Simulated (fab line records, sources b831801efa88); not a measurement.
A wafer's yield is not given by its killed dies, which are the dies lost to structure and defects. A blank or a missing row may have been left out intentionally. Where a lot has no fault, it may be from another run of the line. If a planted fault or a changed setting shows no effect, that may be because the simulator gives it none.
fab line records ; flow sky130
[record] lots = 6; wafers = 17; last-day = 50
route steps=708 shown CONTACT@426 METAL1@434 PAD_OPEN@708
lots with no fault: from the same line, run without faults
start-h: hours from the record's first day to the start of the lot's first wafer shown ; wait-h: hours elapsed since this lot's preceding step ; " the same as in the row above ; L1.1+2: several wafers, shown together as one row ; - no value, or no start was given ; * or withheld: withheld ; < > ~ a bound
route shown NAME@n: names a module that has steps shown in the file, with the first one's number in the route ; usual: mean/standard deviation of fault-free wafers ; same: alike in all rows ; chamber/n: place in a boat ; sites: the reading at each site ; _std_site: how widely they spread, as a standard deviation ; _edge_site: the outer-site mean with the inner-site mean subtracted ; radius-mm: for every site, how far away it sits from the centre of the wafer ; mask NAME#n: copy n ; behind: the tool/chamber that last shaped the wafer ; hold: the reason the lot was held/the length of the hold in hours/how it ended ; device: the n, p or np transistor that did not switch ; end of line: tests of these same wafers at the route's end ; step lacking rows: just its recipe ; killed: count of dies lost to structure and defects at first sort (not the wafer's yield) ; map: per-die view of a wafer (x killed, . not killed, _ where there is no die)
set.NAME: the setting the step ran with; set.NAME@STEP: the setting that earlier step ran with ; model.NAME: the simulator's own value behind a step, which no gauge read
a table for each step, a row for each wafer; lots at some steps of the route
services: the hour from which a tool's chamber was out of use, counted from the record's first day as start-h (under 0 if before that day), plus the number of hours and why
[[steps]]
[step SKY_CONTACT_STRIP_20]
[recipe] chemistry = post-etch-residue-remover; time-s = 1200; temp-c = 72.5
[step SKY_CONTACT_CLEAN_21]
[recipe] chemistry = IPA; time-s = 180; temp-c = 25
[step SKY_CONTACT_CLEAN_22]
[recipe] chemistry = O3/DIW; dry = n2-spin
[step SKY_CONTACT_SPUTTER_23]
[recipe] material = TiN; target-thk-nm = 20; chamber-pressure-pa = 5; power-w = 4000; time-s = 80
[usual] throttle-valve-pct = 29.8/1.2
lot.wafer;tool;chamber;start-h;wait-h;throttle-valve-pct
L963.1;pvd-sputter-04;-;758.61;0.0;30.2
L963.4;pvd-sputter-04;-;758.61;0.0;30.5
L963.5;pvd-sputter-04;-;758.61;0.0;30.9
L969.1;pvd-sputter-01;-;796.07;0.0;29.8
L969.3;pvd-sputter-01;-;796.07;0.0;27.6
L969.5;pvd-sputter-01;-;796.07;0.0;30.1
L973.1;pvd-sputter-01;-;826.77;0.0;28.5
L973.4;pvd-sputter-01;-;826.77;0.0;27.9
L973.6;pvd-sputter-01;-;826.77;0.0;31.5
L975.1;pvd-sputter-02;-;835.39;0.0;30.1
L975.5;pvd-sputter-02;-;835.39;0.0;31.6
L977.1;pvd-sputter-01;-;852.08;0.0;28.5
L977.4;pvd-sputter-01;-;852.08;0.0;30.0
L977.5;pvd-sputter-01;-;852.08;0.0;28.4
L983.1;pvd-sputter-04;-;900.37;0.0;30.2
L983.4;pvd-sputter-04;-;900.37;0.0;30.4
L983.5;pvd-sputter-04;-;900.37;0.0;30.3
[step SKY_CONTACT_CVD_24]
[recipe] material = W; target-thk-nm = 340; time-s = 102.12; temp-c = 400; pressure-torr = 40
[step SKY_CONTACT_RS_MEAS_25]
[recipe] thk-meas-gauge = four-point-probe; reads = W_of_CONTACT_CVD_24+TiN_of_CONTACT_SPUTTER_23
[usual] CONTACT_W_RS = 0.341/0.0039
lot.wafer;tool;chamber;start-h;wait-h;CONTACT_W_RS[ohm/sq]
L963.1;film-metro-03;-;758.78;0.1;0.341
L963.4;film-metro-03;-;758.78;0.1;0.340
L963.5;film-metro-03;-;758.78;0.1;0.342
L969.1;film-metro-04;-;796.24;0.1;0.338
L969.3;film-metro-04;-;796.24;0.1;0.337
L969.5;film-metro-04;-;796.24;0.1;0.339
L973.1;film-metro-03;-;826.94;0.1;0.338
L973.4;film-metro-03;-;826.94;0.1;0.343
L973.6;film-metro-03;-;826.94;0.1;0.343
L975.1;film-metro-03;-;835.56;0.1;0.345
L975.5;film-metro-03;-;835.56;0.1;0.340
L977.1;film-metro-02;-;852.25;0.1;0.337
L977.4;film-metro-02;-;852.25;0.1;0.337
L977.5;film-metro-02;-;852.25;0.1;0.340
L983.1;film-metro-02;-;900.54;0.1;0.345
L983.4;film-metro-02;-;900.54;0.1;0.348
L983.5;film-metro-02;-;900.54;0.1;0.342
[step SKY_CONTACT_THK_MEAS_26]
[recipe] thk-meas-gauge = xrf; reads = W_of_CONTACT_CVD_24
[usual] CONTACT_W_THK = 355/6.3
lot.wafer;tool;chamber;start-h;wait-h;CONTACT_W_THK[nm]
L963.1;film-metro-03;-;758.90;0.1;360
L963.4;film-metro-03;-;758.90;0.1;359
L963.5;film-metro-03;-;758.90;0.1;356
L969.1;film-metro-04;-;796.36;0.1;352
L969.3;film-metro-04;-;796.36;0.1;352
L969.5;film-metro-04;-;796.36;0.1;350
L973.1;film-metro-03;-;827.06;0.1;364
L973.4;film-metro-03;-;827.06;0.1;358
L973.6;film-metro-03;-;827.06;0.1;358
L975.1;film-metro-03;-;835.68;0.1;353
L975.5;film-metro-03;-;835.68;0.1;360
L977.1;film-metro-02;-;852.37;0.1;363
L977.4;film-metro-02;-;852.37;0.1;361
L977.5;film-metro-02;-;852.37;0.1;359
L983.1;film-metro-02;-;900.66;0.1;352
L983.4;film-metro-02;-;900.66;0.1;349
L983.5;film-metro-02;-;900.66;0.1;355
[step SKY_CONTACT_CMP_27]
[recipe] stop-on = SiO2; t-overpolish-s = 15; down-force-psi = 3.5; platen-rpm = 60; target-thk-nm = 0; pad-velocity-m-s = 0.94248
[step SKY_METAL1_SPUTTER_00]
[recipe] material = Ti; target-thk-nm = 15; power-w = 3000; time-s = 10; chamber-pressure-pa = 0.4
[step SKY_METAL1_SPUTTER_01]
[recipe] material = TiN; target-thk-nm = 20; power-w = 6500; time-s = 16.7; chamber-pressure-pa = 0.4
[usual] throttle-valve-pct = 29.7/1.1
lot.wafer;tool;chamber;start-h;wait-h;throttle-valve-pct
L963.1;pvd-sputter-01;-;759.28;0.0;31.2
L963.4;pvd-sputter-01;-;759.28;0.0;27.8
L963.5;pvd-sputter-01;-;759.28;0.0;31.5
L969.1;pvd-sputter-02;-;796.75;0.0;31.3
L969.3;pvd-sputter-02;-;796.75;0.0;30.8
L969.5;pvd-sputter-02;-;796.75;0.0;30.4
L973.1;pvd-sputter-02;-;827.44;0.0;31.2
L973.4;pvd-sputter-02;-;827.44;0.0;30.3
L973.6;pvd-sputter-02;-;827.44;0.0;30.3
L975.1;pvd-sputter-01;-;836.06;0.0;28.7
L975.5;pvd-sputter-01;-;836.06;0.0;27.8
L977.1;pvd-sputter-01;-;852.88;0.0;30.1
L977.4;pvd-sputter-01;-;852.88;0.0;30.0
L977.5;pvd-sputter-01;-;852.88;0.0;28.7
L983.1;pvd-sputter-03;-;901.05;0.0;28.8
L983.4;pvd-sputter-03;-;901.05;0.0;29.9
L983.5;pvd-sputter-03;-;901.05;0.0;28.9
[step SKY_METAL1_SPUTTER_02]
[recipe] material = AlCu; target-thk-nm = 250; power-w = 10600; time-s = 13.3; chamber-pressure-pa = 0.4
[step SKY_METAL1_SPUTTER_03]
[recipe] material = Ti; target-thk-nm = 5; power-w = 3000; time-s = 3.3; chamber-pressure-pa = 0.4
[usual] throttle-valve-pct = 29.7/1.2
lot.wafer;tool;chamber;start-h;wait-h;throttle-valve-pct
L963.1;pvd-sputter-01;-;759.33;0.0;31.5
L963.4;pvd-sputter-01;-;759.33;0.0;27.6
L963.5;pvd-sputter-01;-;759.33;0.0;31.2
L969.1;pvd-sputter-02;-;796.80;0.0;31.3
L969.3;pvd-sputter-02;-;796.80;0.0;30.8
L969.5;pvd-sputter-02;-;796.80;0.0;30.1
L973.1;pvd-sputter-02;-;827.49;0.0;31.4
L973.4;pvd-sputter-02;-;827.49;0.0;30.2
L973.6;pvd-sputter-02;-;827.49;0.0;30.3
L975.1;pvd-sputter-01;-;836.11;0.0;28.3
L975.5;pvd-sputter-01;-;836.11;0.0;27.5
L977.1;pvd-sputter-01;-;852.93;0.0;30.0
L977.4;pvd-sputter-01;-;852.93;0.0;30.0
L977.5;pvd-sputter-01;-;852.93;0.0;28.5
L983.1;pvd-sputter-03;-;901.11;0.0;29.1
L983.4;pvd-sputter-03;-;901.11;0.0;30.3
L983.5;pvd-sputter-03;-;901.11;0.0;28.9
[step SKY_METAL1_SPUTTER_04]
[recipe] material = TiN; target-thk-nm = 70; power-w = 6500; time-s = 58.3; chamber-pressure-pa = 0.4
[usual] throttle-valve-pct = 29.7/1.2
lot.wafer;tool;chamber;start-h;wait-h;throttle-valve-pct;model.TiN_of_METAL1_SPUTTER_04.thk-nm
L963.1;pvd-sputter-01;-;759.35;0.0;31.4;70.16
L963.4;pvd-sputter-01;-;759.35;0.0;27.6;69.77
L963.5;pvd-sputter-01;-;759.35;0.0;31.4;69.26
L969.1;pvd-sputter-02;-;796.81;0.0;31.5;71.47
L969.3;pvd-sputter-02;-;796.81;0.0;30.8;71.57
L969.5;pvd-sputter-02;-;796.81;0.0;30.3;70.72
L973.1;pvd-sputter-02;-;827.51;0.0;31.3;69.38
L973.4;pvd-sputter-02;-;827.51;0.0;30.3;68.26
L973.6;pvd-sputter-02;-;827.51;0.0;30.0;68.39
L975.1;pvd-sputter-01;-;836.13;0.0;28.7;69.56
L975.5;pvd-sputter-01;-;836.13;0.0;27.4;75.35
L977.1;pvd-sputter-01;-;852.95;0.0;29.8;69.9
L977.4;pvd-sputter-01;-;852.95;0.0;30.2;70.51
L977.5;pvd-sputter-01;-;852.95;0.0;28.6;75.65
L983.1;pvd-sputter-03;-;901.13;0.0;29.0;69.34
L983.4;pvd-sputter-03;-;901.13;0.0;29.8;69.9
L983.5;pvd-sputter-03;-;901.13;0.0;29.1;69.63
[step SKY_METAL1_RS_MEAS_05]
[recipe] thk-meas-gauge = four-point-probe; reads = TiN_of_METAL1_SPUTTER_04+Ti_of_METAL1_SPUTTER_03+AlCu_of_METAL1_SPUTTER_02+TiN_of_METAL1_SPUTTER_01+Ti_of_METAL1_SPUTTER_00
[usual] METAL1_ALCU_RS = 0.1274/0.002
lot.wafer;tool;chamber;start-h;wait-h;METAL1_ALCU_RS[ohm/sq]
L963.1;film-metro-01;-;759.40;0.0;0.1241
L963.4;film-metro-01;-;759.40;0.0;0.1249
L963.5;film-metro-01;-;759.40;0.0;0.1228
L969.1;film-metro-02;-;796.86;0.0;0.1247
L969.3;film-metro-02;-;796.86;0.0;0.1294
L969.5;film-metro-02;-;796.86;0.0;0.1263
L973.1;film-metro-02;-;827.56;0.0;0.1239
L973.4;film-metro-02;-;827.56;0.0;0.1254
L973.6;film-metro-02;-;827.56;0.0;0.1246
L975.1;film-metro-02;-;836.18;0.0;0.1295
L975.5;film-metro-02;-;836.18;0.0;0.1268
L977.1;film-metro-02;-;853.00;0.0;0.1281
L977.4;film-metro-02;-;853.00;0.0;0.1290
L977.5;film-metro-02;-;853.00;0.0;0.1292
L983.1;film-metro-01;-;901.18;0.0;0.1273
L983.4;film-metro-01;-;901.18;0.0;0.1258
L983.5;film-metro-01;-;901.18;0.0;0.1296
[step SKY_METAL1_THK_MEAS_06]
[recipe] thk-meas-gauge = xrf; reads = AlCu_of_METAL1_SPUTTER_02
[usual] METAL1_ALCU_THK = 248/4.6
lot.wafer;tool;chamber;start-h;wait-h;METAL1_ALCU_THK[nm]
L963.1;film-metro-01;-;759.52;0.1;257
L963.4;film-metro-01;-;759.52;0.1;257
L963.5;film-metro-01;-;759.52;0.1;260
L969.1;film-metro-02;-;796.98;0.1;253
L969.3;film-metro-02;-;796.98;0.1;244
L969.5;film-metro-02;-;796.98;0.1;249
L973.1;film-metro-02;-;827.68;0.1;257
L973.4;film-metro-02;-;827.68;0.1;255
L973.6;film-metro-02;-;827.68;0.1;257
L975.1;film-metro-02;-;836.30;0.1;245
L975.5;film-metro-02;-;836.30;0.1;247
L977.1;film-metro-02;-;853.12;0.1;249
L977.4;film-metro-02;-;853.12;0.1;246
L977.5;film-metro-02;-;853.12;0.1;243
L983.1;film-metro-01;-;901.30;0.1;248
L983.4;film-metro-01;-;901.30;0.1;253
L983.5;film-metro-01;-;901.30;0.1;246
[step SKY_METAL1_DEHYDRATE_07]
[recipe] temp-c = 200; time-s = 60
[step SKY_METAL1_HMDS_08]
[recipe] prime-time-s = 60; prime-temp-c = 120
[step SKY_METAL1_COAT_09]
[recipe] resist = BARC; temp-c = withheld; time-s = withheld; spin-rpm = 3000; resist-thk-nm = 60
[step SKY_METAL1_COAT_10]
[recipe] resist = KrF-thick; spin-rpm = 3000; resist-thk-nm = 450
[step SKY_METAL1_SOFTBAKE_11]
[recipe] temp-c = 100; time-s = 90; resist = KrF-thick
[step SKY_METAL1_EXPOSE_12]
[recipe] mask-id = MM1; na = 0.8; source-shape = annular; sigma-inner = 0.55; sigma-outer = 0.85; target-cd-nm = 140; dose-mj = 28
[step SKY_METAL1_PEB_13]
[recipe] peb-temp-c = withheld; peb-time-s = withheld; resist = KrF-thick
[step SKY_METAL1_DEVELOP_14]
[recipe] develop-time-s = 60; resist = KrF-thick; dev-temp-c = 21
[step SKY_METAL1_CD_MEAS_15]
[recipe] target-cd-nm = 140
[usual] cd-nm = 140.0/1.7
lot.wafer;tool;chamber;start-h;wait-h;cd-nm
L963.1;cd-sem-02;-;786.29;-;140.3
L963.4;cd-sem-02;-;786.29;-;140.9
L963.5;cd-sem-02;-;786.29;-;139.2
L969.1;cd-sem-01;-;823.52;-;140.1
L969.3;cd-sem-01;-;823.52;-;141.1
L969.5;cd-sem-01;-;823.52;-;140.3
L973.1;cd-sem-01;-;854.41;-;140.6
L973.4;cd-sem-01;-;854.41;-;138.9
L973.6;cd-sem-01;-;854.41;-;138.9
L975.1;cd-sem-01;-;862.31;-;139.2
L975.5;cd-sem-01;-;862.31;-;139.0
L977.1;cd-sem-02;-;878.39;-;140.3
L977.4;cd-sem-02;-;878.39;-;139.9
L977.5;cd-sem-02;-;878.39;-;139.8
L983.1;cd-sem-01;-;926.42;-;138.2
L983.4;cd-sem-01;-;926.42;-;138.2
L983.5;cd-sem-01;-;926.42;-;139.4
[step SKY_METAL1_OVL_MEAS_16]
[usual] METAL1_OVL = 1/4.7
lot.wafer;tool;chamber;start-h;wait-h;METAL1_OVL[nm]
L963.1;overlay-02;-;786.41;0.1;8
L963.4;overlay-02;-;786.41;0.1;6
L963.5;overlay-02;-;786.41;0.1;12
L969.1;overlay-01;-;823.64;0.1;-2
L969.3;overlay-01;-;823.64;0.1;-3
L969.5;overlay-01;-;823.64;0.1;4
L973.1;overlay-01;-;854.53;0.1;0
L973.4;overlay-01;-;854.53;0.1;-4
L973.6;overlay-01;-;854.53;0.1;-1
L975.1;overlay-01;-;862.43;0.1;-10
L975.5;overlay-01;-;862.43;0.1;-5
L977.1;overlay-01;-;878.51;0.1;-1
L977.4;overlay-01;-;878.51;0.1;4
L977.5;overlay-01;-;878.51;0.1;-5
L983.1;overlay-02;-;926.54;0.1;3
L983.4;overlay-02;-;926.54;0.1;-3
L983.5;overlay-02;-;926.54;0.1;2
[step SKY_METAL1_DESCUM_17]
[recipe] chemistry = O2; source-power-w = 150; bias-power-w = 0; pressure-mtorr = 10; temp-c = 40; time-s = 8
[usual] drypump-motor-current-A = 5.7/0.38; oes-product-au = 1.001/0.0094
lot.wafer;tool;chamber;start-h;wait-h;drypump-motor-current-A;oes-product-au;rf-hours-counter-h
L963.1;rie-metal-01;0;786.45;0.0;5.7;1.009;4
L963.4;rie-metal-01;0;786.45;0.0;5.7;1.020;-
L963.5;rie-metal-01;1;786.45;0.0;5.2;1.004;-
L969.1;rie-metal-01;0;823.68;0.0;5.7;1.010;5
L969.3;rie-metal-01;0;823.68;0.0;5.7;1.007;-
L969.5;rie-metal-01;1;823.68;0.0;5.2;0.995;-
L973.1;rie-metal-01;1;854.57;0.0;5.2;0.998;8
L973.4;rie-metal-01;0;854.57;0.0;5.6;1.009;-
L973.6;rie-metal-01;1;854.57;0.0;5.2;0.999;-
L975.1;rie-metal-01;0;862.47;0.0;5.6;1.007;7
L975.5;rie-metal-01;1;862.47;0.0;5.2;0.995;-
L977.1;rie-metal-02;0;878.55;0.0;5.8;1.009;10
L977.4;rie-metal-02;0;878.55;0.0;5.7;0.999;-
L977.5;rie-metal-02;0;878.55;0.0;5.8;1.004;-
L983.1;rie-metal-01;1;926.58;0.0;5.2;0.997;12
L983.4;rie-metal-01;0;926.58;0.0;5.6;1.005;-
L983.5;rie-metal-01;0;926.58;0.0;5.7;1.000;-
[step SKY_METAL1_ETCH_18]
[recipe] chemistry = N2/H2; target = BARC; ion-energy-ev = 200; bias-w = 100; pressure-mtorr = 30; n2-flow-sccm = 100; h2-flow-sccm = 200; icp-w = 500; stop-on = SiO2; time-s = 45.9; target-depth-a = 600
[step SKY_METAL1_METAL_ETCH_19]
[recipe] target-depth-a = 3600; stop-on = SiO2; over-etch-frac = 0.3; time-s = 78; chemistry = Cl2/BCl3; resist-sidewall-deg = 88; pressure-mtorr = 10; icp-w = 900; bias-w = 48.5; Cl2_flow_sccm = 60; bcl3-flow-sccm = 30
[step SKY_METAL1_STRIP_20]
[recipe] chemistry = O2/N2; power-w = 1400; pressure-mtorr = 1500; platen-temp-c = withheld; o2-flow-sccm = 3000; n2-flow-sccm = 300; overash-fraction = 0.5
[usual] drypump-motor-current-A = 5.8/0.53; o2-flow-sccm = 2998/8.4; oes-product-au = 0.343/0.005; strip-time-to-endpoint-s = 2.70/0.049
lot.wafer;tool;chamber;start-h;wait-h;drypump-motor-current-A;o2-flow-sccm;oes-product-au;rf-hours-counter-h;strip-time-to-endpoint-s
L963.1;plasma-asher-03;0;786.63;0.1;6.3;3003;0.336;97;2.62
L963.4;plasma-asher-03;0;786.63;0.1;6.3;2998;0.340;-;2.67
L963.5;plasma-asher-03;1;786.63;0.1;6.5;2994;0.339;-;2.67
L969.1;plasma-asher-03;0;823.86;0.1;6.3;2992;0.341;101;2.67
L969.3;plasma-asher-03;0;823.86;0.1;6.3;2997;0.342;-;2.67
L969.5;plasma-asher-03;0;823.86;0.1;6.3;3013;0.354;-;2.71
L973.1;plasma-asher-03;1;854.75;0.1;6.5;2994;0.337;105;2.68
L973.4;plasma-asher-03;1;854.75;0.1;6.5;2996;0.353;-;2.65
L973.6;plasma-asher-03;0;854.75;0.1;6.3;3001;0.335;-;2.67
L975.1;plasma-asher-04;0;862.65;0.1;6.3;3006;0.346;10;2.64
L975.5;plasma-asher-04;1;862.65;0.1;5.2;2994;0.344;-;2.68
L977.1;plasma-asher-01;1;878.92;0.1;5.7;2998;0.349;76;2.70
L977.4;plasma-asher-01;0;878.92;0.1;5.2;3000;0.340;-;2.66
L977.5;plasma-asher-01;1;878.92;0.1;5.8;3002;0.332;-;2.68
L983.1;plasma-asher-01;1;926.77;0.1;5.7;2991;0.350;83;2.73
L983.4;plasma-asher-01;0;926.77;0.1;5.1;2992;0.340;-;2.68
L983.5;plasma-asher-01;0;926.77;0.1;5.2;3005;0.332;-;2.66
[step SKY_METAL1_STRIP_21]
[recipe] chemistry = post-etch-residue-remover; time-s = 1200; temp-c = 72.5
lot.wafer;tool;chamber;start-h;wait-h;model.TiN_of_METAL1_SPUTTER_04.thk-nm
L963.1;wet-bench-04;2;786.73;0.1;69.74
L963.4;wet-bench-04;2;786.73;0.1;69.35
L963.5;wet-bench-04;2;786.73;0.1;68.84
L969.1;wet-bench-01;1;823.96;0.1;71.05
L969.3;wet-bench-01;1;823.96;0.1;71.15
L969.5;wet-bench-01;1;823.96;0.1;70.3
L973.1;wet-bench-01;3;854.85;0.1;68.96
L973.4;wet-bench-01;3;854.85;0.1;67.84
L973.6;wet-bench-01;3;854.85;0.1;67.98
L975.1;wet-bench-03;2;862.75;0.1;69.13
L975.5;wet-bench-03;2;862.75;0.1;74.92
L977.1;wet-bench-01;2;879.02;0.1;69.48
L977.4;wet-bench-01;2;879.02;0.1;70.09
L977.5;wet-bench-01;2;879.02;0.1;75.23
L983.1;wet-bench-01;2;926.87;0.1;68.92
L983.4;wet-bench-01;2;926.87;0.1;69.48
L983.5;wet-bench-01;2;926.87;0.1;69.21
[step SKY_METAL1_CLEAN_22]
[recipe] chemistry = IPA; time-s = 180; temp-c = 25
[step SKY_PAD_OPEN_PROBE_99]
[usual] defect-limited-yield = 82.4/2; killed_at_M0_to_M3 = 43/6.7; killed_at_M4_up = 3.2/2.1; killed-at-contacts = 25/5.9; killed-at-front-end = 16/4.7; killed-at-other = 0.3/0.54; killed-dies = 87/9.8; killed-open = 47/6.7; killed-short = 40/6.5; sort_bin_3_pad_short = 0.9/0.45; sort_bin_5_function = 10.5/1.5; sort_bin_6_memory = 6.2/1.2; sort-n-pass = 405/9.8; sort-yield-pct = 82.4/2
[same] gross-dies = 492; killed-at-back-side = 0; sort_bin_4_leakage[%] = 0; sort_bin_8_speed[%] = 0
lot.wafer;tool;chamber;start-h;wait-h;defect-limited-yield[%];killed_at_M0_to_M3;killed_at_M4_up;killed-at-contacts;killed-at-front-end;killed-at-other;killed-dies;killed-open;killed-short;sort_bin_3_pad_short[%];sort_bin_5_function[%];sort_bin_6_memory[%];sort-n-pass;sort-yield-pct[%]
L963.1;prober-01;-;1096.91;0.1;78.7;54;0;36;15;0;105;58;46;0.6;12.6;8.1;387;78.7
L963.4;prober-01;-;1097.06;0.2;79.5;46;4;28;23;0;101;47;54;1.2;13.4;5.9;391;79.5
L963.5;prober-01;-;1097.11;0.2;77.6;53;2;30;25;0;110;49;59;1.2;14.0;7.1;382;77.6
L969.1;prober-01;-;1126.71;0.1;85.8;37;2;18;13;0;70;33;36;0;7.5;6.7;422;85.8
L969.3;prober-01;-;1126.81;0.2;82.5;40;3;22;20;1;86;39;45;1.2;11.2;5.1;406;82.5
L969.5;prober-01;-;1126.91;0.2;83.7;45;3;22;10;0;80;44;34;0.8;10.6;4.9;412;83.7
L975.1;prober-01;-;1153.70;0.1;82.5;48;0;17;19;2;86;50;34;1.0;10.2;6.3;406;82.5
L975.5;prober-01;-;1153.90;0.2;85.0;37;2;26;8;1;74;36;36;0.6;7.9;6.5;418;85.0
L977.1;prober-01;-;1166.33;0.1;83.1;35;4;22;22;0;83;45;38;1.2;9.8;5.9;409;83.1
L977.4;prober-01;-;1166.48;0.2;82.7;41;1;28;15;0;85;54;31;0.8;10.8;5.7;407;82.7
L977.5;prober-01;-;1166.53;0.2;86.4;33;0;31;3;0;67;41;26;0.4;8.1;5.1;425;86.4
L983.1;prober-01;-;1197.75;0.1;81.1;52;2;23;14;2;93;52;40;0.6;10.4;7.9;399;81.1
L983.4;prober-01;-;1197.90;0.2;81.9;41;3;19;26;0;89;39;50;0.6;10.2;7.3;403;81.9
L983.5;prober-01;-;1197.95;0.2;84.6;43;1;15;16;1;76;41;35;0.4;9.3;5.7;416;84.6
// killed by level:class
L963.1 LI_CONTACT:geometric-particle:open=9 CONTACT:geometric-particle:open=9 VIA1:geometric-particle:open=9 VIA2:geometric-particle:open=9 VIA3:geometric-particle:open=9 CONTACT:geometric-particle:short=8 LI_CONTACT:geometric-particle:short=6 METAL1:geometric-particle:short=6
L963.4 VIA3:geometric-particle:open=9 METAL2:geometric-particle:short=9 LI_CONTACT:geometric-particle:open=8 LI_CONTACT:geometric-particle:short=7 VIA1:geometric-particle:open=7 CONTACT:geometric-particle:open=6 VIA1:geometric-particle:short=6 METAL3:geometric-particle:short=6
L963.5 METAL1:geometric-particle:short=12 VIA2:geometric-particle:open=9 LI_CONTACT:geometric-particle:open=9 METAL2:geometric-particle:short=9 CONTACT:geometric-particle:open=8 LI_CONTACT:geometric-particle:short=8 POLY_GATE:geometric-particle:open=7 POLY_GATE:geometric-particle:short=7
L969.1 VIA1:geometric-particle:open=9 CONTACT:geometric-particle:open=6 VIA1:geometric-particle:short=6 VIA2:geometric-particle:open=6 POLY_GATE:geometric-particle:open=4 CONTACT:geometric-particle:short=4 METAL1:geometric-particle:short=4 VIA2:geometric-particle:short=4
L969.3 VIA1:geometric-particle:short=9 POLY_GATE:geometric-particle:short=8 CONTACT:geometric-particle:open=8 POLY_GATE:geometric-particle:open=5 LOCAL_INTERCONNECT:geometric-particle:short=5 VIA1:geometric-particle:open=5 VIA2:geometric-particle:open=4 METAL1:geometric-particle:short=4
L969.5 LI_CONTACT:geometric-particle:open=10 METAL2:geometric-particle:short=9 CONTACT:geometric-particle:open=8 VIA3:geometric-particle:open=8 VIA1:geometric-particle:open=6 METAL3:geometric-particle:short=4 METAL1:geometric-particle:short=3 VIA1:geometric-particle:short=3
L975.1 VIA1:geometric-particle:open=15 VIA2:geometric-particle:open=8 VIA3:geometric-particle:short=6 FIELD_ISO:geometric-particle:open=5 CONTACT:geometric-particle:open=5 VIA3:geometric-particle:open=5 CONTACT:geometric-particle:short=4 VIA2:geometric-particle:short=4
L975.5 CONTACT:geometric-particle:open=8 LOCAL_INTERCONNECT:geometric-particle:short=7 VIA1:geometric-particle:open=7 VIA2:geometric-particle:open=6 VIA2:geometric-particle:short=6 LI_CONTACT:geometric-particle:open=5 METAL1:geometric-particle:short=4 VIA1:geometric-particle:short=4
L977.1 LI_CONTACT:geometric-particle:open=10 VIA1:geometric-particle:open=9 POLY_GATE:geometric-particle:short=8 POLY_GATE:geometric-particle:open=6 METAL3:geometric-particle:short=6 VIA1:geometric-particle:short=5 VIA2:geometric-particle:open=5 LI_CONTACT:geometric-particle:short=4
L977.4 CONTACT:geometric-particle:open=12 VIA1:geometric-particle:open=12 VIA3:geometric-particle:open=8 LOCAL_INTERCONNECT:geometric-particle:short=8 LI_CONTACT:geometric-particle:open=6 VIA2:geometric-particle:open=6 METAL1:geometric-particle:short=5 POLY_GATE:geometric-particle:short=4
L977.5 VIA1:geometric-particle:open=14 CONTACT:geometric-particle:open=12 LI_CONTACT:geometric-particle:open=8 CONTACT:geometric-particle:short=5 METAL1:geometric-particle:short=5 METAL2:geometric-particle:short=5 LI_CONTACT:geometric-particle:short=3 VIA3:geometric-particle:short=3
L983.1 VIA1:geometric-particle:open=11 VIA3:geometric-particle:open=10 LI_CONTACT:geometric-particle:open=9 CONTACT:geometric-particle:open=9 METAL2:geometric-particle:short=9 FIELD_ISO:geometric-particle:short=6 VIA1:geometric-particle:short=6 METAL1:geometric-particle:short=5
L983.4 FIELD_ISO:geometric-particle:short=12 VIA3:geometric-particle:open=8 VIA1:geometric-particle:open=7 CONTACT:geometric-particle:open=6 POLY_GATE:geometric-particle:short=5 VIA1:geometric-particle:short=5 VIA3:geometric-particle:short=5 LI_CONTACT:geometric-particle:open=4
L983.5 VIA1:geometric-particle:open=11 METAL2:geometric-particle:short=8 LI_CONTACT:geometric-particle:open=6 CONTACT:geometric-particle:open=5 METAL1:geometric-particle:short=5 FIELD_ISO:geometric-particle:open=4 VIA2:geometric-particle:open=4 VIA3:geometric-particle:open=4
[[services]]
tool;chamber;start-h;hours;kind
wet-bench-01;-;741.81;1.5;repair
plasma-asher-04;0;742.75;-;clean
plasma-asher-04;1;742.75;-;clean
wet-bench-01;-;750.10;11.1;repair
plasma-asher-01;-;755.24;1.5;repair
pvd-sputter-04;-;762.72;0.9;repair
plasma-asher-03;-;766.98;2.8;pm
plasma-asher-04;-;767.32;0.8;repair
plasma-asher-04;-;777.62;2.9;repair
rie-metal-02;-;815.71;0.5;repair
plasma-asher-01;-;818.45;2.8;pm
plasma-asher-04;-;818.71;15.6;pm
rie-metal-01;-;827.99;2.8;pm
pvd-sputter-03;-;835.46;3.0;repair
rie-metal-01;-;844.73;1.6;repair
pvd-sputter-03;-;855.34;1.8;repair
plasma-asher-01;-;863.89;4.3;repair
rie-metal-02;1;868.60;-;clean
rie-metal-02;1;868.60;17.7;scheduled-down
rie-metal-02;1;868.60;17.7;vent-cycle
plasma-asher-04;-;889.37;24.5;repair
pvd-sputter-01;-;890.16;9.0;repair
plasma-asher-01;-;893.67;1.4;repair
plasma-asher-03;-;895.55;28.1;pm
[[key]]
first-sign none at tools or gauges
[model-effect] step = SKY_METAL1_SPUTTER_04; value = TiN_of_METAL1_SPUTTER_04.thk-nm; without = 69.79; struck = 75.5
[model-effect] step = SKY_METAL1_STRIP_21; value = TiN_of_METAL1_SPUTTER_04.thk-nm; without = 69.37; struck = 75.08
met-at SKY_METAL1_SPUTTER_04
struck-wafers L975.5,L977.5
onset-between 759.35 836.13
[fault] kind = process-parameter-drift; tool = pvd-sputter-01; chamber = -; onset-h = 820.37; steps = SKY_METAL1_SPUTTER_04; channel = time-s; offset = *; shape = step; end-h = 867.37; scope = struck-wafers-only; acts-in = *; stated = *
